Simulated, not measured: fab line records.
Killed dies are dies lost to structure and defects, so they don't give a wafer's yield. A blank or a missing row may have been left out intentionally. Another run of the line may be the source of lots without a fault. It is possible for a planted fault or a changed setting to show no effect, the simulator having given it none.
Matching of chambers	flow gf180mcu	GF_CONTACT_CMP_04 on cmp-02: 4 sister chambers
The step polishes SiO2. 39 wafers are shown with their chamber, then 12 later ones without.

## WAFERS PAIRED WITH THEIR CHAMBERS
wafer	chamber	motor_current_A (A)	time_to_endpoint_s (s)
L074.3	3	12.7	113
L074.4	1	11.0	111
L074.6	1	10.1	109
L076.1	3	12.2	110
L076.3	2	16.3	102
L076.4	0	11.9	111
L077.1	2	15.8	103
L077.3	3	12.4	114
L077.6	0	12.3	108
L079.3	1	11.1	111
L079.5	3	12.0	119
L079.6	2	15.3	113
L080.1	1	10.6	104
L080.2	2	15.2	103
L080.3	3	12.9	106
L081.3	3	12.1	107
L081.4	2	15.9	102
L081.6	1	10.6	110
L082.1	0	11.6	105
L082.2	2	16.2	105
L082.3	3	12.2	109
L083.3	2	16.0	99
L083.5	1	10.7	112
L083.6	2	15.8	107
L086.1	1	10.6	112
L086.4	3	12.2	126
L086.5	2	15.4	112
L087.2	2	16.2	104
L087.3	0	12.1	107
L087.6	1	10.6	114
L090.1	2	15.4	109
L090.2	3	11.4	108
L090.5	3	12.1	116
L091.4	0	11.5	114
L091.5	1	11.2	116
L091.6	2	15.5	120
L092.1	0	11.1	113
L092.2	3	12.8	114
L092.5	1	10.6	114

SIGNATURES (means of the wafers above)
reading	chamber 0	chamber 1	chamber 2	chamber 3	scatter within a chamber
motor_current_A	11.750	10.710	15.750	12.273	0.388
time_to_endpoint_s	109.67	111.30	106.58	112.91	5.08
Rule: a wafer lies at a distance from a chamber equal to the root of the sum of squares, over the readings, of (its reading less the chamber's mean, divided by the reading's scatter). The wafer belongs to the nearest chamber; if the next one is less than 2 further off, it can't be placed. The scatter: take each reading less its chamber's mean, square it, sum over the shown wafers, divide by the number of wafers less the number of chambers, and take the root.

## WAFERS WHOSE CHAMBER IS MISSING
wafer	motor_current_A (A)	time_to_endpoint_s (s)
L093.3	15.9	104
L093.4	12.1	103
L093.6	12.8	118
L094.3	11.9	105
L094.4	15.5	119
L094.5	15.4	113
L096.2	16.0	100
L096.3	10.7	103
L096.4	11.9	124
L097.1	15.5	107
L097.2	12.5	105
L097.6	10.6	116

## WHICH CHAMBER EACH WENT THROUGH
wafer	from the rows above	in truth
L093.3	2	2
L093.4	can't be placed: 0 or 3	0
L093.6	can't be placed: 3 or 0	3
L094.3	can't be placed: 0 or 3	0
L094.4	2	2
L094.5	2	2
L096.2	2	2
L096.3	can't be placed: 1 or 0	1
L096.4	can't be placed: 3 or 0 or 1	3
L097.1	2	2
L097.2	can't be placed: 3 or 0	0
L097.6	1	1
6 of 12 placed correctly. Unplaceable from these rows: 6, with the true chamber sitting among the candidates in 6. 0 placed wrongly.
